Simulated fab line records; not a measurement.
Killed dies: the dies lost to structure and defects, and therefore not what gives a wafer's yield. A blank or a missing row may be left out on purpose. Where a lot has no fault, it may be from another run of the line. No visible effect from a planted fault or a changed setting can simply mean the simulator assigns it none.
Which of the tools did it?    flow gf180mcu    Sampling: 12 lots, 36 wafers, 6 of 602 route steps

== WHAT THE GAUGES READ, wafer by wafer ==
GF_HV_LDD_CD_MEAS_19 targets a cd of 400 nm. Usual: cd nm reads 400.2 nm (standard deviation 2.7).
lot   measured      on         cd nm (nm)         flag
L728  day 10 21:14  cd sem-01  402.6 403.4 404.3  
L729  day 11 03:57  cd sem-02  395.7 395.0 397.7  
L732  day 12 02:47  cd sem-02  398.7 399.1 397.0  
L733  day 12 13:31  cd sem-02  402.5 403.8 402.6  
L735  day 13 02:09  cd sem-01  395.4 397.7 395.5  
L737  day 13 17:37  cd sem-02  397.6 397.7 396.7  
L739  day 14 07:24  cd sem-01  - - -              OFF
L740  day 15 02:07  cd sem-01  - - -              OFF
L746  day 16 18:37  cd sem-01  403.0 402.3 402.3  
L747  day 17 06:28  cd sem-02  399.6 400.9 402.1  
L748  day 17 12:12  cd sem-01  396.8 395.7 396.5  
L749  day 17 15:57  cd sem-01  402.0 401.7 401.5  

GF_HV_LDD_TW_MEAS_38. Usual: for HV_LDD_3_TW the level is 1445 and the standard deviation is 9.2.
lot   measured      on             HV_LDD_3_TW     flag
L728  day 11 17:01  film metro-04  1433 1438 1429  
L729  day 11 23:40  film metro-02  1454 1453 1446  
L732  day 12 23:11  film metro-04  1428 1437 1431  
L733  day 13 10:50  film metro-02  1439 1444 1442  
L735  day 13 23:25  film metro-02  1445 1445 1443  
L737  day 14 15:58  film metro-04  1432 1433 1427  
L739  day 15 04:55  film metro-04  1624 1617 1622  OFF
L740  day 16 00:55  film metro-02  1612 1618 1615  OFF
L746  day 17 17:58  film metro-03  1440 1442 1440  
L747  day 18 07:04  film metro-04  1454 1457 1456  
L748  day 18 12:34  film metro-04  1461 1458 1454  
L749  day 18 16:28  film metro-03  1434 1439 1446  

GF_HV_LDD_TW_MEAS_50. Usual: for HV_LDD_4_TW the level is 572 and the standard deviation is 3.6.
lot   measured      on             HV_LDD_4_TW     flag
L728  day 12 12:49  film metro-03  568 569 573     
L729  day 12 20:07  film metro-04  570 566 564     
L732  day 13 19:32  film metro-03  574 570 574     
L733  day 14 07:56  film metro-04  567 565 567     
L735  day 14 20:16  film metro-03  571 572 567     
L737  day 15 13:01  film metro-04  578 576 578     
L739  day 16 03:00  film metro-02  1116 1109 1119  OFF
L740  day 16 22:55  film metro-02  1114 1122 1120  OFF
L746  day 18 17:31  film metro-04  575 577 577     
L747  day 19 06:46  film metro-02  578 574 577     
L748  day 19 12:54  film metro-03  567 571 567     
L749  day 19 16:58  film metro-02  580 577 578     

GF_V2_THK_MEAS_25: measures by xrf. Usual: for V2_W_THK the level is 353 nm and the standard deviation is 6.
lot   measured      on             V2_W_THK (nm)  flag
L728  day 20 12:34  film metro-03  356 353 356    
L729  day 20 19:46  film metro-03  363 360 364    
L732  day 21 23:28  film metro-03  360 350 351    
L733  day 22 13:56  film metro-04  349 344 348    
L735  day 23 02:42  film metro-04  348 347 348    
L737  day 23 20:54  film metro-03  356 361 360    
L746  day 26 22:56  film metro-03  354 356 359    
L747  day 27 09:19  film metro-03  364 370 362    
L748  day 27 14:03  film metro-04  343 346 340    
L749  day 27 18:59  film metro-04  347 350 343    

== WHAT TOOL EACH LOT RAN ON (gives the tool, then ch and the chambers of the sampled wafers, and finally the start) ==
lot   GF_HV_LDD_COAT_14                  GF_M2_SPUTTER_00
L728  litho track-04 ch 0, day 10 12:20  pvd sputter-01, day 18 09:25
L729  litho track-01 ch 0, day 10 18:27  pvd sputter-01, day 18 16:28
L732  litho track-04 ch 0, day 11 17:16  pvd sputter-01, day 19 20:49
L733  litho track-01 ch 0, day 12 03:07  pvd sputter-01, day 20 10:49
L735  litho track-01 ch 0, day 12 15:39  pvd sputter-01, day 21 01:19
L737  litho track-02 ch 0, day 13 08:00  pvd sputter-03, day 21 19:58
L739  litho track-02, day 13 20:24       -
L740  litho track-01, day 14 15:40       -
L746  litho track-01 ch 0, day 16 07:19  pvd sputter-03, day 25 00:22
L747  litho track-04 ch 0, day 16 18:38  pvd sputter-04, day 25 12:40
L748  litho track-01 ch 0, day 17 00:30  pvd sputter-01, day 25 17:46
L749  litho track-01 ch 0, day 17 05:09  pvd sputter-03, day 25 22:17
- GF_HV_LDD_COAT_14: resist thk 1000 nm.
- GF_M2_SPUTTER_00: material Ti, target thk 37.5 nm, time 150 s.

== AS READ BY THE TOOLS THEMSELVES (means over the sampled wafers that have a number; for cases with no such wafer, the mark the record gives instead) ==
GF_HV_LDD_COAT_14. Usual: chill plate temp C 23.01 C, standard deviation 0.1; dispense pressure kPa 53 kPa, standard deviation 3.5; spin speed rpm 2999.8 rpm, standard deviation 1.8.
lot   tool            chill plate temp C (C)  dispense pressure kPa (kPa)  spin speed rpm (rpm)  flag
L728  litho track-04  23.01                   47                           2998.4                
L729  litho track-01  22.90                   56                           2999.3                
L732  litho track-04  23.08                   47                           2999.3                
L733  litho track-01  23.10                   56                           3001.4                
L735  litho track-01  23.04                   56                           2998.2                
L737  litho track-02  22.94                   52                           2998.9                
L739  litho track-02  -                       -                            -                     OFF
L740  litho track-01  -                       -                            -                     OFF
L746  litho track-01  23.03                   56                           3002.2                
L747  litho track-04  22.99                   47                           2999.6                
L748  litho track-01  23.00                   56                           3001.4                
L749  litho track-01  22.98                   56                           2999.9                

GF_M2_SPUTTER_00. Usual: chamber pressure pa 2.001 Pa, standard deviation 0.0043; throttle valve pct 30.1 %, standard deviation 1.2.
lot   tool            chamber pressure pa (Pa)  throttle valve pct (%)  flag
L728  pvd sputter-01  1.999                     30.7                    
L729  pvd sputter-01  1.995                     30.7                    
L732  pvd sputter-01  1.999                     30.7                    
L733  pvd sputter-01  1.999                     30.6                    
L735  pvd sputter-01  2.005                     29.9                    
L737  pvd sputter-03  1.999                     30.3                    
L746  pvd sputter-03  2.002                     30.4                    
L747  pvd sputter-04  2.001                     29.8                    
L748  pvd sputter-01  2.001                     30.6                    
L749  pvd sputter-03  2.003                     31.3                    

== THE ANSWER, worked out from the rows above alone ==
Rule: a lot counts as off when the mean over its wafers that have a number is more than 3 standard deviations away from the usual mean. A lot without any number at a reading at which 4 lots or more have one is off too. Any other lot the step has rows for is counted as sound. First the gauges in route order, then the tools' own readings, where a lot's mean is used as printed above. The first step at which some lot is off is used, and at that step the reading that is off furthest; a lot without a number counts as furthest.
Off at GF_HV_LDD_CD_MEAS_19 (cd nm): L739, L740. Without a number there: L739, L740.
A tool fits if, at a process step before that reading, it ran every lot that is off, and no sound lot after the first of them. Not tried: the gauges at GF_HV_LDD_CD_MEAS_19; whatever is off there is also off at GF_HV_LDD_TW_MEAS_38, on other tools, and gauge error can't account for it. Not one of the candidates tried fits.

== WHAT HAD BEEN PUT IN BY THE SIMULATOR ==
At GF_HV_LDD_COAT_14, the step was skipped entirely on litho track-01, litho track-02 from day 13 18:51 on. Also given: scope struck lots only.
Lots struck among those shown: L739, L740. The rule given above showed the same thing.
